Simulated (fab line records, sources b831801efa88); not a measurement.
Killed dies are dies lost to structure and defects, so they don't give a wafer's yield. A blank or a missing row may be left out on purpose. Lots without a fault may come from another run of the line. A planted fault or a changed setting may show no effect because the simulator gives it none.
A struck lot beside a sound one | flow gf180mcu | 15 steps out of a route of 602
Sound: wafers L168.4, L168.5, L168.6. Struck: wafers L173.1, L173.3, L173.4. The cause comes at the end.
At each step with rows: each side's tool, then ch and its chambers, then its first start. Under that, the readings that differ: sound wafers | struck wafers | difference of the means | sigmas: that difference in standard deviations of wafers without a fault.
alike: readings whose means differ by less than 2 such deviations, and words and numbers that are the same on both sides. not compared: withheld readings, readings that some wafer has no value for, bounds like >300 that may hide the same value, and numbers for which the record gives no deviation and whose values overlap.
The two part at a step that has a row with sigmas, a row that says differs or no value, or rows on one side only. Numbers that don't overlap but have no deviation are shown without sigmas and don't part them. A reading that every wafer of one side lacks parts them only if that side has two wafers or more.

first, 2 steps without rows for these wafers: GF_VT_IMPLANT_PEB_27; GF_VT_IMPLANT_DEVELOP_28 (develop time 60 s).
GF_VT_IMPLANT_OVL_MEAS_29:
  sound on overlay-02, day 8 08:41; struck on overlay-01, day 9 14:26
  alike: VT_IMPLANT_02_OVL
then, 1 step without rows for these wafers: GF_VT_IMPLANT_IMPLANT_30.
GF_VT_IMPLANT_STRIP_31: strips in O2/N2.
  sound on plasma_asher-04 ch 0,1, day 8 08:53; struck on plasma_asher-04 ch 0,1, day 9 14:38
  reading                      | sound             | struck            | difference | sigmas
  strip_time_to_endpoint_s (s) | 12.67 12.67 12.66 | 12.54 12.58 12.55 | -0.11      | -3
  alike: drypump_motor_current_A, heater_power_w, oes_product_au
  not compared: rf_hours_counter_h
GF_VT_IMPLANT_TW_MEAS_32:
  sound on film_metro-04, day 8 08:58; struck on film_metro-02, day 9 14:44
  alike: VT_IMPLANT_3_TW
then, 6 steps without rows for these wafers: GF_VT_IMPLANT_DEHYDRATE_33 (time 60 s); GF_VT_IMPLANT_HMDS_34 (prime time 60 s); GF_VT_IMPLANT_COAT_35 (resist thk 1000 nm); GF_VT_IMPLANT_SOFTBAKE_36 (time 60 s); GF_VT_IMPLANT_EXPOSE_37 (exposes mask Nwell HV AREA, target cd 860 nm); GF_VT_IMPLANT_PEB_38.
GF_VT_IMPLANT_DEVELOP_39: develop time 60 s.
  sound on litho_track-01 ch 0, day 9 01:11; struck on litho_track-03 ch 0, day 10 07:57
  reading                     | sound             | struck            | difference | sigmas
  developer_temp_C (C)        | 23.01 22.95 23.07 | 22.26 22.33 22.32 | -0.71      | -6
  model.VT_IMPLANT.cd_nm (nm) | 853.9 855.7 855.7 | 860.6 861 861.5   | +5.9       |
GF_VT_IMPLANT_OVL_MEAS_40:
  sound on overlay-01, day 9 01:16; struck on overlay-01, day 10 08:06
  alike: VT_IMPLANT_03_OVL
-- the record jumps here: 22 days lie between the struck wafers' starts before and after (it left off in module VT_IMPLANT and takes up again in module PASSIVATION, whose first step shown is number 602 of the route) --
GF_PASSIVATION_PROBE_99:
  the record has rows for the struck wafers here (prober-02, day 32 09:05) and none for the sound ones

WHERE THEY PART
First at GF_VT_IMPLANT_STRIP_31; last, within this record, at GF_PASSIVATION_PROBE_99.

WHY: what the simulator had put in
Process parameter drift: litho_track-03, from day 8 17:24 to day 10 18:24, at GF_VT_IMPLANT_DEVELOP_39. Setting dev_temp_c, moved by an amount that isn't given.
